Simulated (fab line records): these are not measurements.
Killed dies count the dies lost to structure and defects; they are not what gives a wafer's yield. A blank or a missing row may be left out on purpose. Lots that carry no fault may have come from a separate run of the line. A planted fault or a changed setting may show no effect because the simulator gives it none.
The tool behind it: which one? -- flow sky130 -- 11 lots, 33 wafers sampled, at 4 steps of a route of 708

WHAT EACH GAUGE READ, for each wafer
SKY_SD_P_OVL_MEAS_08.
lot,measured,on,SD_P_OVL (nm)
L648,day 26 21:14,overlay-02,-3.8 -2.7 -3.6
L649,day 27 00:55,overlay-01,-1.8 -1.9 -2.4
L651,day 27 12:23,overlay-01,-0.7 -1.9 -1.0
L650,day 27 15:57,overlay-01,-2.1 -0.9 -1.8
L653,day 28 10:47,overlay-01,-1.4 -1.8 -0.8
L658,day 30 03:47,overlay-01,-0.2 -0.3 -0.8
L661,day 31 04:48,overlay-02,-51.1 -51.4 -51.2
L662,day 31 14:53,overlay-02,-52.4 -52.4 -51.9
L664,day 31 21:57,overlay-01,-4.7 -3.1 -3.6
L668,day 32 23:11,overlay-02,-2.6 -0.2 -3.0
L671,day 33 20:50,overlay-01,-0.6 0.3 -1.6

TOOL THAT RAN EACH LOT (tool first, then ch and the chambers of the sampled wafers, then the start)
lot,SKY_POLY_CUT_ETCH_11,SKY_POLY_CUT_STRIP_12,SKY_SD_P_EXPOSE_04
L648,"rie_diel-03 ch 0,2,3, day 25 16:14","plasma_asher-03 ch 0,1, day 25 16:16","iline_stepper-01 ch 0, day 26 06:53"
L649,"rie_diel-04 ch 0,2,3, day 25 19:45","plasma_asher-03 ch 0,1, day 25 19:50","iline_stepper-02 ch 0, day 26 09:58"
L651,"rie_diel-01 ch 0,1,3, day 26 07:23","plasma_asher-03 ch 0,1, day 26 07:25","iline_stepper-02 ch 0, day 26 21:43"
L650,"rie_diel-04 ch 0,1, day 26 10:21","plasma_asher-02 ch 0,1, day 26 10:23","iline_stepper-01 ch 0, day 27 01:37"
L653,"rie_diel-01 ch 2,3, day 27 04:55","plasma_asher-04 ch 0,1, day 27 04:58","iline_stepper-02 ch 0, day 27 19:46"
L658,"rie_diel-03 ch 1,2,3, day 28 23:51","plasma_asher-04 ch 0,1, day 28 23:53","iline_stepper-02 ch 0, day 29 14:18"
L661,"rie_diel-03 ch 0,3, day 30 00:55","plasma_asher-04 ch 0,1, day 30 00:58","iline_stepper-01 ch 0, day 30 14:37"
L662,"rie_diel-03 ch 0,2,3, day 30 09:45","plasma_asher-04 ch 0,1, day 30 09:47","iline_stepper-01 ch 0, day 31 00:52"
L664,"rie_diel-04 ch 0,2,3, day 30 19:01","plasma_asher-02 ch 0,1, day 30 19:05","iline_stepper-02 ch 0, day 31 09:22"
L668,"rie_diel-01 ch 0,2, day 31 18:07","plasma_asher-03 ch 1, day 31 18:10","iline_stepper-02 ch 0, day 32 09:20"
L671,"rie_diel-01 ch 0,1,2, day 32 17:47","plasma_asher-03 ch 0,1, day 32 17:49","iline_stepper-02 ch 0, day 33 07:05"
- SKY_POLY_CUT_ETCH_11: etches Si3N4 in CF4/CH2F2/Ar, stops on poly-Si, time 42.5 s, target depth 60 nm.
- SKY_POLY_CUT_STRIP_12: strips in O2/N2.
- SKY_SD_P_EXPOSE_04: exposes mask PSDM, target cd 380 nm.

THE ANSWER, worked out from the rows above alone
Rule: the usual values come from the lots themselves. Put in order of their means at a reading, lots are off if they are a third of the lots or fewer, leave a main group of 4 or more, and stand apart from it by a gap of 3 or more times the standard deviation of the main group's means; of several such gaps the widest counts. The tables above print the reading to a certain number of digits; a main group whose means all agree to those digits is not used. A lot without any number at a reading at which 4 lots or more have one is off too. Any other lot the step has rows for is counted as sound.
Off: at SKY_SD_P_OVL_MEAS_08 (SD_P_OVL), L661, L662. The main group: mean -1.8 nm, standard deviation 1.1.
A tool fits if, at a process step before that reading, it ran every lot that is off, and no sound lot after the first of them. Those tools and the gauges at SKY_SD_P_OVL_MEAS_08 are tried in the same way. Can't be told from this: 3 tools fit, rie_diel-03 at SKY_POLY_CUT_ETCH_11, plasma_asher-04 at SKY_POLY_CUT_STRIP_12, iline_stepper-01 at SKY_SD_P_EXPOSE_04.

WHAT HAD BEEN PUT IN BY THE SIMULATOR
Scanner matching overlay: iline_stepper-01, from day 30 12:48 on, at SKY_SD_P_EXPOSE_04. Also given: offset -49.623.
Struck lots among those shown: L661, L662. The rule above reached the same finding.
